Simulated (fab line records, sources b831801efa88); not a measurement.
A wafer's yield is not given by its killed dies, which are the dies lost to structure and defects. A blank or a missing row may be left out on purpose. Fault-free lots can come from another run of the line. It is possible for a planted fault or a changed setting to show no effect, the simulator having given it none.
A lot that was struck, set against a sound lot | flow sky130 | 24 steps out of a route of 708
Sound: these wafers, L658.2, L658.4, L658.6. Wafers L674.1, L674.2, L674.6 were the ones struck. The cause comes at the end.
Per side, at each step with rows, come the tool, then ch with its chambers, and then its first start. Under that, the readings that differ: sound wafers | struck wafers | difference of the means | sigmas: that difference in standard deviations of wafers without a fault.
alike: readings whose means differ by less than 2 such deviations, and words and numbers that are the same on both sides. not compared: withheld readings, readings that some wafer has no value for, bounds like >300 that may hide the same value, and numbers for which the record gives no deviation and whose values overlap.
A row with sigmas, a row that says differs or no value, or rows on one side alone: a step with any of these is where the two part. Non-overlapping numbers with no deviation appear without sigmas and do not part them. Lack of a reading on every wafer of one side parts them only where that side has two or more wafers.

first, 2 steps without rows for these wafers: SKY_POLY_GATE_CLEAN_19 (cleans in SC1/SC2, time 150 s); SKY_POLY_GATE_OXIDATION_20 (stabilise 600 s, purge 300 s, target thk 4 nm).
SKY_POLY_GATE_THK_MEAS_21:
  sound: filmMetro-01 at day 17 06:39; struck: filmMetro-02 at day 23 02:02
reading                      | sound          | struck         | difference | sigmas
POLY_GATE_OXIDATION_THK (nm) | 3.91 3.91 3.89 | 4.24 4.21 4.26 | +0.33      | +4
SKY_POLY_GATE_CD_MEAS_22:
  sound: cdSem-01 at day 17 06:44; struck: cdSem-02 at day 23 02:06
  alike: cdNm
then, 7 steps without rows for these wafers: SKY_LDD_N_DEHYDRATE_00 (time 60 s); SKY_LDD_N_HMDS_01 (prime time 60 s); SKY_LDD_N_COAT_02 (resist thk 300 nm); SKY_LDD_N_SOFTBAKE_03 (time 60 s); SKY_LDD_N_EXPOSE_04 (exposes mask NTM, target cd 840 nm); SKY_LDD_N_PEB_05; SKY_LDD_N_DEVELOP_06 (develop time 60 s).
SKY_LDD_N_OVL_MEAS_07:
  sound: overlay-02 at day 18 11:55; struck: overlay-01 at day 24 08:13
  alike: LDD_N_OVL
SKY_LDD_N_IMPLANT_08:
  sound on implanter-04 ch 0, day 18 11:58; struck on implanter-04 ch 0, day 24 08:34
  alike: endStationPressureTorr
then, 7 steps without rows for these wafers: SKY_LDD_N_IMPLANT_09; SKY_LDD_N_IMPLANT_10; SKY_LDD_N_IMPLANT_11; SKY_LDD_N_IMPLANT_12; SKY_LDD_N_IMPLANT_13; SKY_LDD_N_IMPLANT_14; SKY_LDD_N_IMPLANT_15.
SKY_LDD_N_STRIP_16: strips in O2/N2.
  sound on plasmaAsher-04 ch 1, day 18 13:09; struck on plasmaAsher-01 ch 0,1, day 24 09:46
reading                  | sound             | struck            | difference | sigmas
stripTimeToEndpointS (s) | 4.310 4.307 4.320 | 4.540 4.504 4.532 | +0.213     | +13
  alike: drypumpMotorCurrentA, oesProductAu
  not compared: rfHoursCounterH
SKY_LDD_N_TW_MEAS_17:
  sound: filmMetro-04 at day 18 13:16; struck: filmMetro-04 at day 24 09:52
reading  | sound          | struck         | difference | sigmas
LDD_N_TW | 2530 2519 2523 | 2656 2663 2649 | +132       | +5
then, 1 step without rows for these wafers: SKY_LDD_P_DEHYDRATE_00 (time 60 s).
-- the record jumps here: 26 days lie between the struck wafers' starts before and after (it left off in module LDD_P and takes up again in module PAD_OPEN, whose first step shown is number 708 of the route) --
SKY_PAD_OPEN_PROBE_99:
  sound: prober-02 at day 46 08:46; struck: prober-02 at day 50 06:05
reading                              | sound                | struck               | difference | sigmas
killed_at_M0_to_M3                   | 43 47 53             | 37 30 34             | -14        | -2
killedDies                           | 76 96 96             | 76 68 66             | -19        | -2
model.etest.tipN.rsOhmSq             | 437.7 439.2 440.9    | 388.1 387.8 384.9    | -52.3      | 
model.etest.nfet_01v8_lvt.vtSatV (V) | 0.5417 0.5345 0.5509 | 0.5112 0.5215 0.5107 | -0.0279    | 
model.etest.nfet_01v8.vtSatV (V)     | 0.6528 0.6477 0.6574 | 0.6272 0.6405 0.6334 | -0.0189    | 
  alike: killed_at_M4_up, killedAtContacts, killedAtFrontEnd, killedAtOther, killedOpen, killedShort

WHERE THEY PART
Earliest at SKY_POLY_GATE_THK_MEAS_21; latest, in this record, at SKY_PAD_OPEN_PROBE_99.

WHY: what had been put in by the simulator
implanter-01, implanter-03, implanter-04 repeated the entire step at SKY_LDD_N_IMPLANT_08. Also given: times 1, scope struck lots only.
